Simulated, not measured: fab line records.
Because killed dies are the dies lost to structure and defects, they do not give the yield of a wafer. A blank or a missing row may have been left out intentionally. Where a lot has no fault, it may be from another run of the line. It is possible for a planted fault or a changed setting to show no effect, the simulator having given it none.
A lot that was struck, set against a sound lot -- flow sky130 -- 17 out of 708 route steps
Sound: wafers L754.1, L754.2, L754.5. Struck: wafers L749.1, L749.2, L749.5. At the end, the cause is stated.
At each step with rows: each side's tool, then ch and its chambers, then its first start. Under that, the readings that differ: sound wafers -- struck wafers -- difference of the means -- sigmas: that difference in standard deviations of wafers without a fault.
alike: readings whose means differ by less than 2 such deviations, and words and numbers that are the same on both sides. not compared: withheld readings, readings that some wafer has no value for, bounds like >300 that may hide the same value, and numbers for which the record gives no deviation and whose values overlap.
A row with sigmas, a row that says differs or no value, or rows on one side alone: a step with any of these is where the two part. Numbers that have no deviation but don't overlap get no sigmas and don't part them. Lack of a reading on every wafer of one side parts them only where that side has two or more wafers.

SKY_GATE_OXIDE_TW_MEAS_14:
  struck on filmMetro-03, day 17 14:39; sound on filmMetro-03, day 19 21:21
  alike: GATE_OXIDE_TW
then, 3 steps without rows for these wafers: SKY_GATE_OXIDE_CLEAN_15 (cleans in SC1/SC2, time 150 s); SKY_GATE_OXIDE_OXIDATION_16 (stabilise 600 s, purge 300 s, target thk 3.57 nm); SKY_POLY_GATE_CVD_00 (deposits poly-Si, target thk 180 nm, time 720 s).
SKY_POLY_GATE_THK_MEAS_01:
  struck on filmMetro-04, day 17 18:19; sound on filmMetro-01, day 20 16:58
  alike: POLY_GATE_CVD_00_THK
then, 7 steps without rows for these wafers: SKY_RES_PROTECT_DEHYDRATE_00 (time 60 s); SKY_RES_PROTECT_HMDS_01 (prime time 60 s); SKY_RES_PROTECT_COAT_02 (resist thk 1123 nm); SKY_RES_PROTECT_SOFTBAKE_03 (time 60 s); SKY_RES_PROTECT_EXPOSE_04 (exposes mask RPM, target cd 1270 nm); SKY_RES_PROTECT_PEB_05; SKY_RES_PROTECT_DEVELOP_06 (develop time 60 s).
SKY_POLY_GATE_IMPLANT_02:
  sound on implanter-01 ch 0, day 21 23:48; struck on implanter-02 ch 0, day 19 00:09
reading,sound,struck,difference,sigmas
beamOnS (s),35.7 37.0 37.5,16.4 16.2 16.1,-20.5,-10
doseIonsCm2,7.698e+15 7.694e+15 7.705e+15,3.288e+15 3.294e+15 3.289e+15,-4.409e+15,-99 or more
endStationPressureTorr (Torr),1.02e-05 1.08e-05 1.03e-05,1.3e-05 1.37e-05 1.32e-05,+2.9e-06,+4
SKY_RES_PROTECT_STRIP_07: strips in O2/N2.
  sound on plasmaAsher-02 ch 0,1, day 21 23:57; struck on plasmaAsher-03 ch 0,1, day 19 00:18
reading,sound,struck,difference,sigmas
drypumpMotorCurrentA (A),6.08 5.75 6.06,5.45 5.31 5.43,-0.57,-2
oesProductAu (a.u.),0.518 0.517 0.519,0.570 0.572 0.575,+0.054,+12
stripTimeToEndpointS (s),23.12 23.06 23.05,19.81 19.79 19.77,-3.29,-66
  alike: n2FlowSccm
  not compared: rfHoursCounterH
SKY_RES_PROTECT_TW_MEAS_08:
  struck on filmMetro-02, day 19 00:24; sound on filmMetro-04, day 22 00:03
reading,sound,struck,difference,sigmas
POLY_GATE_TW,3976 3990 3998,3728 3733 3719,-261,-11
then, 1 step without rows for these wafers: SKY_RES_PROTECT_CLEAN_09 (cleans in SC1/SC2, time 150 s).
-- the record jumps here: 29 days lie between the struck wafers' starts before and after (it left off in module RES_PROTECT and takes up again in module PAD_OPEN, whose first step shown is number 708 of the route) --
SKY_PAD_OPEN_PROBE_99:
  struck on prober-01, day 48 11:11; sound on prober-01, day 50 04:43
reading,sound,struck,difference,sigmas
model.etest.resPoly.lineOhmUm,513.9 477.3 495.4,1237 1232 1264,+749,
model.etest.liconPoly.rcOhm,152.2 147.4 152.1,683 660.9 679.9,+524,
model.etest.resPoly.rsOhmSq,47.12 46.47 47.06,118 118.7 119.5,+72,
model.etest.nfet_01v8.rOnOhmUm,817 824.5 810.2,870.3 885.5 853.8,+52.6,
model.etest.nfet_01v8_turned.driveUaUm,509.8 518.2 522.9,473.1 466.2 483.9,-42.6,
model.etest.nfet_01v8_lvt.driveUaUm,586.7 578.5 595.3,548.1 537.8 556.5,-39.4,
model.etest.nfet_01v8_swapped.driveUaUm,510 512.2 525.6,470.6 466 479,-44.1,
model.etest.nfet_01v8.driveUaUm,506.8 512.1 521.4,471.8 465.5 482,-40.3,
  alike: killed_at_M0_to_M3, killed_at_M4_up, killedAtContacts, killedAtFrontEnd, killedAtOther, killedDies, killedOpen, killedShort

WHERE THEY PART
Earliest at SKY_POLY_GATE_IMPLANT_02; latest, in this record, at SKY_RES_PROTECT_TW_MEAS_08. Later steps at which nothing parts them and some readings are alike: SKY_PAD_OPEN_PROBE_99.

WHY: what the simulator had put in
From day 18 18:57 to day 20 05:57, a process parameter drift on implanter-02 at SKY_POLY_GATE_IMPLANT_02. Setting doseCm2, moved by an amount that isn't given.
